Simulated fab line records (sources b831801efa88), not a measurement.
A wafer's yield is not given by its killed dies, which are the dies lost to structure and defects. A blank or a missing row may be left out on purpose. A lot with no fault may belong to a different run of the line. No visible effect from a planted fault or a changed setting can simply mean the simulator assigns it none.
Problem report in the 8D (eight disciplines) form, filled by code || flow gf180mcu || the parts of the form that need people (team, actions taken, sign-off) are left out

1. PROBLEM STATEMENT
time-to-endpoint-s at GF_V3_CMP_04 reads a mean of 19 s on 1 wafer of 1 lot; wafers without a fault read 83 s with a standard deviation of 5.9. That is -11 standard deviations from the usual mean.
The step: polishes SiO2.
First observed at day 28 01:20: wafer L628.2, on cmp-02. Wafers with a number at this step in the record: 39, from 13 lots. Rule for "out", or "out of limits": more than 4 standard deviations from the usual mean. All remaining wafers that have a number are taken as sound.

2. WHAT IT IS, AND WHAT IT ISN'T
{"question": "which readings at this step", "is": "time-to-endpoint-s", "is not": "motor-current-A"}
{"question": "which lots", "is": "L628", "is not": "L611, L612, L613, L614, L616, L617, L618, L619, L621, L622, L624, L626"}
{"question": "which wafers of those lots", "is": "L628.2", "is not": "L628.4, L628.5"}
{"question": "read on which tools", "is": "cmp-02", "is not": "cmp-01"}
{"question": "when", "is": "from day 28 01:20", "is not": "up to then (35 sound wafers); but 3 sound wafers of L626 came after"}

3. THE SUSPECTS, EACH WITH WHAT RULES IT OUT
Counting: a tool at a process step up to the reading stays a suspect if it ran every lot that is out. Sound lots after the first of them don't rule it out here, since some wafers of a struck lot are sound.
- cmp-02 at GF_V3_CMP_04 (polishes SiO2): kept. It ran the lot that is out, L628 (day 28 01:20); its last sound lot up to then is L624 (day 26 13:02). On those wafers its own readings are out: time-to-endpoint-s.
- In cmp-02 at GF_V3_CMP_04, the wafers that are out were processed in chamber 0 and their sound lot-mates in chambers 1, 2.
After counting, what remains is cmp-02 at GF_V3_CMP_04.

4. THE CAUSE (what the simulator had put in)
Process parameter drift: cmp-02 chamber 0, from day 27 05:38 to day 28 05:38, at GF_V3_CMP_04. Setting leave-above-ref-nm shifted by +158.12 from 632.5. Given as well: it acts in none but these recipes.
Only this tool survived the counting.

5. SEQUENCE OF EFFECTS, ordered by route
Each row: a reading whose mean over the struck wafers that have a number lies more than 3 standard deviations from the usual. Scope: only readings with a usual standard deviation given in the record; hours: median across lots of the time from each lot's start at the first step in this table that gives one to its start at this step; sigmas: change in usual standard deviations.
{"hours": 0, "step": "GF_V3_CMP_04", "reading": "time-to-endpoint-s", "usual": "83 s", "on struck wafers": 19, "change": -64, "sigmas": -11}
{"hours": "-", "step": "GF_V3_ETCH_17", "reading": "oes-product-au", "usual": "0.855 a.u.", "on struck wafers": 0.962, "change": "+0.107", "sigmas": "+23"}
{"hours": 151, "step": "GF_PASSIVATION_PROBE_99", "reading": "defect-limited-yield", "usual": "90.4 %", "on struck wafers": 73.8, "change": -16.6, "sigmas": -12}
{"hours": 151, "step": "GF_PASSIVATION_PROBE_99", "reading": "killed_at_M0_to_M3", "usual": 21, "on struck wafers": 112, "change": "+91", "sigmas": "+19"}
{"hours": 151, "step": "GF_PASSIVATION_PROBE_99", "reading": "killed-dies", "usual": 47, "on struck wafers": 129, "change": "+82", "sigmas": "+12"}
{"hours": 151, "step": "GF_PASSIVATION_PROBE_99", "reading": "sort_bin_5_function", "usual": "5.6 %", "on struck wafers": 23.8, "change": "+18.2", "sigmas": "+17"}
{"hours": 151, "step": "GF_PASSIVATION_PROBE_99", "reading": "sort-n-pass", "usual": 445, "on struck wafers": 363, "change": -82, "sigmas": -12}
{"hours": 151, "step": "GF_PASSIVATION_PROBE_99", "reading": "sort-yield-pct", "usual": "90.4 %", "on struck wafers": 73.8, "change": -16.6, "sigmas": -12}
Its process steps:
- GF_V3_CMP_04: polishes SiO2.
- GF_V3_ETCH_17: etches SiO2 in C4F8/O2/Ar, stops on TiN, target depth 635 nm.
- GF_PASSIVATION_PROBE_99

6. HOW IT WOULD HAVE BEEN CAUGHT EARLIER
The fault began at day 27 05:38; the first out-of-limits reading in this record came at day 28 01:20, 20 hours later.
